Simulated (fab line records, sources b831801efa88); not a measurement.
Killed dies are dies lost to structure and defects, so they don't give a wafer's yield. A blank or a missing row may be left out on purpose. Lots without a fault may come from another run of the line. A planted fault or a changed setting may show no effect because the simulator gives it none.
Which tool did it? | flow gf180mcu | 6 lots, 18 wafers sampled, at 1 step of a route of 602

WHAT THE GAUGES READ, wafer by wafer
GF_V4_THK_MEAS_25: measures by xrf.
lot  | measured     | on            | V4_W_THK (nm)
L552 | day 24 16:34 | film_metro-03 | 372 370 370
L554 | day 25 13:11 | film_metro-01 | 364 361 360
L558 | day 26 19:52 | film_metro-04 | 351 353 353
L561 | day 27 20:18 | film_metro-03 | 370 363 365
L563 | day 28 10:16 | film_metro-03 | 360 357 355
L566 | day 29 08:33 | film_metro-03 | 361 366 355

WHICH TOOL RAN EACH LOT (tool, then ch and the chambers of the sampled wafers, then the start)
The record holds no process step before these readings.

THE ANSWER, worked out from the rows above alone
Rule: what is usual is taken from the lots themselves. Put in order of their means at a reading, lots are off if they are a third of the lots or fewer, leave a main group of 4 or more, and stand apart from it by a gap of 3 or more times the standard deviation of the main group's means; of several such gaps the widest counts. A main group whose means are all the same, to the digits that the tables above print for the reading, isn't used. A lot without any number at a reading at which 4 lots or more have one is off too. The other lots that the step has rows for count as sound.
No lot is off at any reading shown: from this, nothing can be told.

WHAT THE SIMULATOR HAD PUT IN
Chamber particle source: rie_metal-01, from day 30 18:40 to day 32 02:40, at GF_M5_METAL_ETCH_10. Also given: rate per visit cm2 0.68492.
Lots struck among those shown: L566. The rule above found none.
